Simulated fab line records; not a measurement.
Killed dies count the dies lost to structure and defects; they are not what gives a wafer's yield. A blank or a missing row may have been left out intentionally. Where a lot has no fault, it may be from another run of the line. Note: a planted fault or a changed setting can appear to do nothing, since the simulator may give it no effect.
Split-lot trial / flow gf180mcu / 23 wafers read across 5 lots, on a route 602 steps long

## ON THE SPLIT
At GF_POLY_GATE_CVD_00 (deposits poly-Si, target thk 200 nm, time 1200 s), the setting temp c was moved away from the recipe's 620 C on 15 of the 23 wafers read, by +1.5% to +2.1%. All remaining wafers had this setting at the recipe value.

Between the split and the reading, the file records no step.

## THE READING
POLY_GATE_CVD_00_THK (nm), taken at GF_POLY_GATE_THK_MEAS_01. On this fab line, fault-free wafers typically give 199.9 nm with a standard deviation of 1.8 nm.

wafer=L076.1; tool, chamber at the split=-, -; temp c as run, C=629.3; against the recipe=+1.5%; POLY_GATE_CVD_00_THK, nm=244.9; against lot-mates on the recipe=no lot-mate on the recipe
wafer=L076.3; tool, chamber at the split=-, -; temp c as run, C=629.3; against the recipe=+1.5%; POLY_GATE_CVD_00_THK, nm=246.8; against lot-mates on the recipe=no lot-mate on the recipe
wafer=L076.4; tool, chamber at the split=-, -; temp c as run, C=629.3; against the recipe=+1.5%; POLY_GATE_CVD_00_THK, nm=245.5; against lot-mates on the recipe=no lot-mate on the recipe
wafer=L076.5; tool, chamber at the split=-, -; temp c as run, C=629.3; against the recipe=+1.5%; POLY_GATE_CVD_00_THK, nm=245.8; against lot-mates on the recipe=no lot-mate on the recipe
wafer=L076.6; tool, chamber at the split=-, -; temp c as run, C=629.3; against the recipe=+1.5%; POLY_GATE_CVD_00_THK, nm=245.1; against lot-mates on the recipe=no lot-mate on the recipe
wafer=L077.1; tool, chamber at the split=-, -; temp c as run, C=633.2; against the recipe=+2.1%; POLY_GATE_CVD_00_THK, nm=269.7; against lot-mates on the recipe=no lot-mate on the recipe
wafer=L077.3; tool, chamber at the split=-, -; temp c as run, C=633.2; against the recipe=+2.1%; POLY_GATE_CVD_00_THK, nm=270.7; against lot-mates on the recipe=no lot-mate on the recipe
wafer=L077.4; tool, chamber at the split=-, -; temp c as run, C=633.2; against the recipe=+2.1%; POLY_GATE_CVD_00_THK, nm=269.4; against lot-mates on the recipe=no lot-mate on the recipe
wafer=L077.5; tool, chamber at the split=-, -; temp c as run, C=633.2; against the recipe=+2.1%; POLY_GATE_CVD_00_THK, nm=269.9; against lot-mates on the recipe=no lot-mate on the recipe
wafer=L077.6; tool, chamber at the split=-, -; temp c as run, C=633.2; against the recipe=+2.1%; POLY_GATE_CVD_00_THK, nm=269.2; against lot-mates on the recipe=no lot-mate on the recipe
wafer=L079.1; tool, chamber at the split=-, -; temp c as run, C=620; against the recipe=recipe; POLY_GATE_CVD_00_THK, nm=200.3; against lot-mates on the recipe=-
wafer=L079.2; tool, chamber at the split=-, -; temp c as run, C=620; against the recipe=recipe; POLY_GATE_CVD_00_THK, nm=199.7; against lot-mates on the recipe=-
wafer=L079.3; tool, chamber at the split=-, -; temp c as run, C=620; against the recipe=recipe; POLY_GATE_CVD_00_THK, nm=200.2; against lot-mates on the recipe=-
wafer=L079.4; tool, chamber at the split=-, -; temp c as run, C=620; against the recipe=recipe; POLY_GATE_CVD_00_THK, nm=199.8; against lot-mates on the recipe=-
wafer=L079.5; tool, chamber at the split=-, -; temp c as run, C=620; against the recipe=recipe; POLY_GATE_CVD_00_THK, nm=197.7; against lot-mates on the recipe=-
wafer=L080.1; tool, chamber at the split=-, -; temp c as run, C=631.3; against the recipe=+1.8%; POLY_GATE_CVD_00_THK, nm=263.7; against lot-mates on the recipe=no lot-mate on the recipe
wafer=L080.2; tool, chamber at the split=-, -; temp c as run, C=631.3; against the recipe=+1.8%; POLY_GATE_CVD_00_THK, nm=262.3; against lot-mates on the recipe=no lot-mate on the recipe
wafer=L080.4; tool, chamber at the split=-, -; temp c as run, C=631.3; against the recipe=+1.8%; POLY_GATE_CVD_00_THK, nm=264.0; against lot-mates on the recipe=no lot-mate on the recipe
wafer=L080.5; tool, chamber at the split=-, -; temp c as run, C=631.3; against the recipe=+1.8%; POLY_GATE_CVD_00_THK, nm=263.3; against lot-mates on the recipe=no lot-mate on the recipe
wafer=L080.6; tool, chamber at the split=-, -; temp c as run, C=631.3; against the recipe=+1.8%; POLY_GATE_CVD_00_THK, nm=263.3; against lot-mates on the recipe=no lot-mate on the recipe
wafer=L082.2; tool, chamber at the split=lpcvd-01, 1; temp c as run, C=620; against the recipe=recipe; POLY_GATE_CVD_00_THK, nm=199.6; against lot-mates on the recipe=-
wafer=L082.5; tool, chamber at the split=lpcvd-01, 1; temp c as run, C=620; against the recipe=recipe; POLY_GATE_CVD_00_THK, nm=198.6; against lot-mates on the recipe=-
wafer=L082.6; tool, chamber at the split=lpcvd-01, 1; temp c as run, C=620; against the recipe=recipe; POLY_GATE_CVD_00_THK, nm=199.3; against lot-mates on the recipe=-

FIT RESULTS
A straight line over all 23 wafers: POLY_GATE_CVD_00_THK changes by +33.4 nm for each +1% of temp c; r = +1.00; the points scatter about the line by 2.5 nm.
Too few moved wafers with a lot-mate on the recipe to fit a line net of each lot's own level.

## THE WHOLE CHAIN: every reading that the file lists as answering this split, in the file's order
step=GF_POLY_GATE_CVD_00; what it does=deposits poly-Si, target thk 200 nm, time 1200 s; reading=poly-Si_of_POLY_GATE_CVD_00.thk nm (the simulator's own value, which no gauge read); change (the file's fit)=+33.4 nm for each +1% of the setting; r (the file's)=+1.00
step=GF_POLY_GATE_THK_MEAS_01; what it does=; reading=POLY_GATE_CVD_00_THK; change (the file's fit)=+33.4 for each +1% of the setting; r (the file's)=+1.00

## FILE'S OWN FIT
POLY_GATE_CVD_00_THK changes by +33.4 nm for each +1% of temp c, r = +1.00.
